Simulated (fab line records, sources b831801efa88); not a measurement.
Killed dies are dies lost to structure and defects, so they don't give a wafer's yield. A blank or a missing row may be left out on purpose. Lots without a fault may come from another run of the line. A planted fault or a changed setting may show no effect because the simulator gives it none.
Which tool did it? | flow gf180mcu | 12 lots, 36 wafers sampled, at 7 steps of a route of 602

WHAT THE GAUGES READ, wafer by wafer
GF_STI_THK_MEAS_04. Usual: STI_CVD_03_THK 207.9 nm, standard deviation 2.6.
lot  | measured    | on            | STI_CVD_03_THK (nm) | flag
L207 | day 1 23:34 | film_metro-02 | 208.1 207.8 208.9   |
L208 | day 2 04:34 | film_metro-03 | 210.6 208.9 209.0   |
L211 | day 2 19:34 | film_metro-01 | 209.8 209.9 209.7   |
L216 | day 3 21:20 | film_metro-02 | 207.7 209.4 207.2   |
L217 | day 4 02:41 | film_metro-02 | 210.8 209.9 210.7   |
L219 | day 4 11:34 | film_metro-01 | 210.2 209.5 212.2   |
L220 | day 4 17:18 | film_metro-02 | 203.8 203.1 204.5   |
L224 | day 5 13:08 | film_metro-03 | 208.7 210.4 206.9   |
L225 | day 5 18:34 | film_metro-01 | 211.2 211.7 210.3   |
L226 | day 5 23:25 | film_metro-03 | 205.2 205.8 206.0   |
L227 | day 6 04:02 | film_metro-03 | 204.5 206.2 206.9   |
L228 | day 6 08:34 | film_metro-02 | 205.6 206.4 206.1   |

GF_STI_CD_MEAS_12: target cd 220 nm. Usual: cd_nm 220.2 nm, standard deviation 1.3.
lot  | measured    | on        | cd_nm (nm)        | flag
L207 | day 2 11:05 | cd_sem-02 | 219.9 221.0 220.2 |
L208 | day 2 16:41 | cd_sem-02 | 219.9 219.8 220.3 |
L211 | day 3 07:59 | cd_sem-02 | 221.6 221.3 221.7 |
L216 | day 4 09:58 | cd_sem-02 | 220.5 222.1 220.2 |
L217 | day 4 16:17 | cd_sem-02 | 220.8 220.5 221.5 |
L219 | day 5 01:09 | cd_sem-01 | 218.3 219.3 218.7 |
L220 | day 5 07:26 | cd_sem-01 | 222.8 221.9 223.7 |
L224 | day 6 03:50 | cd_sem-02 | 220.6 220.7 220.1 |
L225 | day 6 09:00 | cd_sem-02 | 220.4 221.5 220.9 |
L226 | day 6 14:20 | cd_sem-01 | 219.5 219.8 219.8 |
L227 | day 6 19:15 | cd_sem-02 | 217.9 218.3 217.9 |
L228 | day 6 23:29 | cd_sem-02 | 220.4 220.1 219.4 |

GF_MVSD_OVL_MEAS_07. Usual: MVSD_OVL -1.1 nm, standard deviation 1.5.
lot  | measured    | on         | MVSD_OVL (nm)  | flag
L207 | day 4 21:53 | overlay-02 | 0.5 -0.9 -1.2  |
L208 | day 5 01:53 | overlay-01 | -2.5 0.8 -1.6  |
L211 | day 5 20:02 | overlay-01 | -0.7 0.4 -0.6  |
L216 | day 7 01:56 | overlay-02 | - - -          | OFF
L217 | day 7 09:11 | overlay-02 | 0.9 2.0 2.7    |
L219 | day 7 20:50 | overlay-02 | -1.7 -1.7 -1.1 |
L220 | day 8 01:32 | overlay-01 | -2.6 -3.5 -3.3 |
L224 | day 9 00:37 | overlay-01 | -0.7 -0.4 1.3  |
L225 | day 9 08:41 | overlay-01 | -2.4 -3.0 -1.8 |
L226 | day 9 12:23 | overlay-01 | -1.5 -0.6 -1.4 |
L227 | day 9 19:14 | overlay-01 | 0.6 -1.5 0.2   |
L228 | day 9 23:08 | overlay-01 | -0.8 0.7 0.5   |

GF_MVSD_TW_MEAS_11. Usual: MVSD_TW 1568, standard deviation 13.
lot  | measured    | on            | MVSD_TW        | flag
L207 | day 4 22:19 | film_metro-01 | 1594 1586 1584 |
L208 | day 5 02:20 | film_metro-04 | 1560 1555 1562 |
L211 | day 5 20:29 | film_metro-01 | 1581 1585 1570 |
L216 | day 7 02:23 | film_metro-04 | 30 30 30       | OFF
L217 | day 7 09:37 | film_metro-01 | 1574 1586 1575 |
L219 | day 7 21:16 | film_metro-04 | 1550 1555 1558 |
L220 | day 8 01:59 | film_metro-04 | 1558 1559 1549 |
L224 | day 9 01:03 | film_metro-04 | 1572 1560 1571 |
L225 | day 9 09:07 | film_metro-01 | 1593 1590 1591 |
L226 | day 9 12:50 | film_metro-01 | 1589 1596 1579 |
L227 | day 9 19:40 | film_metro-03 | 1553 1557 1568 |
L228 | day 9 23:34 | film_metro-01 | 1592 1585 1587 |

GF_MVPSD_TW_MEAS_11. Usual: MVPSD_TW 551, standard deviation 4.3.
lot  | measured     | on            | MVPSD_TW       | flag
L207 | day 5 12:37  | film_metro-01 | 554 553 552    |
L208 | day 5 16:32  | film_metro-04 | 549 547 549    |
L211 | day 6 11:37  | film_metro-04 | 548 548 548    |
L216 | day 7 18:08  | film_metro-01 | 1601 1603 1592 | OFF
L217 | day 8 01:55  | film_metro-01 | 556 554 554    |
L219 | day 8 13:22  | film_metro-03 | 549 551 551    |
L220 | day 8 18:34  | film_metro-04 | 546 544 544    |
L224 | day 9 19:19  | film_metro-03 | 548 549 547    |
L225 | day 10 02:28 | film_metro-04 | 547 544 547    |
L226 | day 10 06:49 | film_metro-03 | 549 548 546    |
L227 | day 10 14:08 | film_metro-03 | 550 548 549    |
L228 | day 10 17:22 | film_metro-01 | 565 560 562    |

WHICH TOOL RAN EACH LOT (tool, then ch and the chambers of the sampled wafers, then the start)
lot  | GF_STI_STRIP_15                     | GF_MVSD_EXPOSE_04
L207 | plasma_asher-01 ch 0,1, day 2 11:21 | iline_stepper-01 ch 0, day 4 14:41
L208 | plasma_asher-01 ch 0,1, day 2 16:58 | iline_stepper-01 ch 0, day 4 19:08
L211 | plasma_asher-02 ch 0,1, day 3 08:16 | iline_stepper-01 ch 0, day 5 12:48
L216 | plasma_asher-02 ch 0,1, day 4 10:14 | iline_stepper-01 ch 0, day 6 18:19
L217 | plasma_asher-01 ch 0,1, day 4 16:34 | iline_stepper-02 ch 0, day 7 01:21
L219 | plasma_asher-01 ch 0,1, day 5 01:24 | iline_stepper-02 ch 0, day 7 12:45
L220 | plasma_asher-04 ch 1, day 5 07:42   | iline_stepper-01 ch 0, day 7 17:55
L224 | plasma_asher-01 ch 0,1, day 6 04:07 | iline_stepper-01 ch 0, day 8 16:31
L225 | plasma_asher-04 ch 0,1, day 6 09:15 | iline_stepper-01 ch 0, day 9 00:17
L226 | plasma_asher-01 ch 0,1, day 6 14:36 | iline_stepper-02 ch 0, day 9 04:34
L227 | plasma_asher-04 ch 0,1, day 6 19:30 | iline_stepper-01 ch 0, day 9 10:58
L228 | plasma_asher-02 ch 0,1, day 6 23:46 | iline_stepper-01 ch 0, day 9 14:17
- GF_STI_STRIP_15: strips in O2/N2.
- GF_MVSD_EXPOSE_04: exposes mask MVSD, target cd 1000 nm.

WHAT THE TOOLS THEMSELVES READ (means of the sampled wafers that have a number; where no wafer has one, the mark that the record gives instead)
GF_STI_STRIP_15. Usual: drypump_motor_current_A 6.0 A, standard deviation 0.33; heater_power_w 324 W, standard deviation 60; oes_product_au 0.382 a.u., standard deviation 0.0048; strip_time_to_endpoint_s 3.71 s, standard deviation 0.046.
lot  | tool            | drypump_motor_current_A (A) | heater_power_w (W) | oes_product_au (a.u.) | strip_time_to_endpoint_s (s) | flag
L207 | plasma_asher-01 | 6.3                         | 268                | 0.381                 | 3.68                         |
L208 | plasma_asher-01 | 6.1                         | 293                | 0.381                 | 3.71                         |
L211 | plasma_asher-02 | 5.9                         | 385                | 0.384                 | 3.68                         |
L216 | plasma_asher-02 | 5.6                         | 349                | 0.381                 | 3.70                         |
L217 | plasma_asher-01 | 6.3                         | 269                | 0.381                 | 3.69                         |
L219 | plasma_asher-01 | 6.1                         | 300                | 0.384                 | 3.70                         |
L220 | plasma_asher-04 | 6.0                         | 383                | 0.381                 | 3.71                         |
L224 | plasma_asher-01 | 6.1                         | 296                | 0.381                 | 3.71                         |
L225 | plasma_asher-04 | 6.0                         | 346                | 0.382                 | 3.67                         |
L226 | plasma_asher-01 | 6.1                         | 301                | 0.379                 | 3.71                         |
L227 | plasma_asher-04 | 6.0                         | 312                | 0.384                 | 3.74                         |
L228 | plasma_asher-02 | 5.7                         | 346                | 0.373                 | 3.67                         |

GF_MVSD_EXPOSE_04. Usual: focus_offset_nm 0.0 nm, standard deviation 0.47; reticle_temp_C 22.99 C, standard deviation 0.1.
lot  | tool             | focus_offset_nm (nm) | reticle_temp_C (C) | flag
L207 | iline_stepper-01 | 0.4                  | 22.97              |
L208 | iline_stepper-01 | -0.6                 | 22.95              |
L211 | iline_stepper-01 | -0.7                 | 23.02              |
L216 | iline_stepper-01 | -0.1                 | 22.93              |
L217 | iline_stepper-02 | -0.3                 | 22.92              |
L219 | iline_stepper-02 | 0.3                  | 23.11              |
L220 | iline_stepper-01 | 0.6                  | 23.01              |
L224 | iline_stepper-01 | 0.3                  | 22.98              |
L225 | iline_stepper-01 | -0.2                 | 22.93              |
L226 | iline_stepper-02 | 0.4                  | 23.06              |
L227 | iline_stepper-01 | 0.2                  | 22.99              |
L228 | iline_stepper-01 | -0.1                 | 22.93              |

THE ANSWER, worked out from the rows above alone
Rule: a lot is off if the mean of its wafers that have a number lies more than 3 standard deviations from the usual mean. A lot without any number at a reading at which 4 lots or more have one is off too. The other lots that the step has rows for count as sound. The gauges are gone through in route order, then the tools' own readings, and for those a lot's mean is taken as printed above. The first step at which some lot is off is used, and at that step the reading that is off furthest; a lot without a number counts as furthest.
Off: L216, at GF_MVSD_OVL_MEAS_07 (MVSD_OVL). Without a number there: L216.
A tool fits if, at a process step before that reading, it ran every lot that is off, and no sound lot after the first of them. The gauges at GF_MVSD_OVL_MEAS_07 aren't tried: what is off there is off at GF_MVSD_TW_MEAS_11 too, on other tools, and a gauge's error can't cause that. None of those tried fits.

WHAT THE SIMULATOR HAD PUT IN
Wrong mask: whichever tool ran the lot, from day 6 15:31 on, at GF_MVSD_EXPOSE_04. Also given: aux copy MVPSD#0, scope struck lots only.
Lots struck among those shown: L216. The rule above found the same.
